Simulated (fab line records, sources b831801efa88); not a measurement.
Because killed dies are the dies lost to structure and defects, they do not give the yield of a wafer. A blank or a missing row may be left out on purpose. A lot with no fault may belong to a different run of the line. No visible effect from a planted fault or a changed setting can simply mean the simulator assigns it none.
The tool behind it: which one?    flow sky130    Sampling: 7 lots, 21 wafers, 2 of 708 route steps

## WHAT THE GAUGES SHOWED, per wafer
SKY_VIA3_CD_MEAS_12: target cd 200 nm.
lot   measured      on         cd_nm (nm)
L524  day 40 03:02  cd_sem-01  199.7 198.7 200.3
L527  day 40 20:11  cd_sem-02  201.0 200.8 201.0
L529  day 41 11:47  cd_sem-01  200.0 200.8 199.5
L531  day 42 14:50  cd_sem-01  199.7 199.9 200.5
L536  day 43 10:50  cd_sem-01  200.1 199.9 199.9
L538  day 44 02:41  cd_sem-02  203.1 201.8 202.7
L544  day 45 09:11  cd_sem-02  199.4 198.8 200.2

## WHICH TOOL RAN EACH LOT (tool, then ch and the chambers of the sampled wafers, then the start)
lot   SKY_FIELD_ISO_COAT_08
L524  litho_track-01 ch 0, day 2 03:00
L527  litho_track-01 ch 0, day 2 20:00
L529  litho_track-04 ch 0, day 3 05:00
L531  litho_track-03 ch 0, day 3 14:00
L536  litho_track-03 ch 0, day 4 14:00
L538  litho_track-04 ch 0, day 5 02:00
L544  litho_track-03 ch 0, day 6 07:00
- SKY_FIELD_ISO_COAT_08: resist thk 450 nm.

## THE ANSWER, worked out from the rows above alone
Rule: the usual values come from the lots themselves. Put in order of their means at a reading, lots are off if they are a third of the lots or fewer, leave a main group of 4 or more, and stand apart from it by a gap of 3 or more times the standard deviation of the main group's means; of several such gaps the widest counts. The tables above print the reading to a certain number of digits; a main group whose means all agree to those digits is not used. Also off: a lot with no number at a reading for which 4 or more lots have one. The other lots that the step has rows for count as sound.
Off at SKY_VIA3_CD_MEAS_12 (cd_nm): L538. For the main group the mean is 200.0 nm and the standard deviation 0.48.
If a tool, at a process step before that reading, ran all the lots that are off and no sound lot after the first of them, it fits. The gauges at SKY_VIA3_CD_MEAS_12 are tried like those tools. One fits: litho_track-04 at SKY_FIELD_ISO_COAT_08. Its last sound lot is L529 (day 3 05:00), its first lot that is off L538 (day 5 02:00): a fault that began between those two fits.

## WHAT HAD BEEN PUT IN BY THE SIMULATOR
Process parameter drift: litho_track-04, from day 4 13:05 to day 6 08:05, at SKY_FIELD_ISO_COAT_08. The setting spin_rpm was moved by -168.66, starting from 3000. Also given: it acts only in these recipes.
Shown lots that were struck: L538. This agrees with what the rule above found.
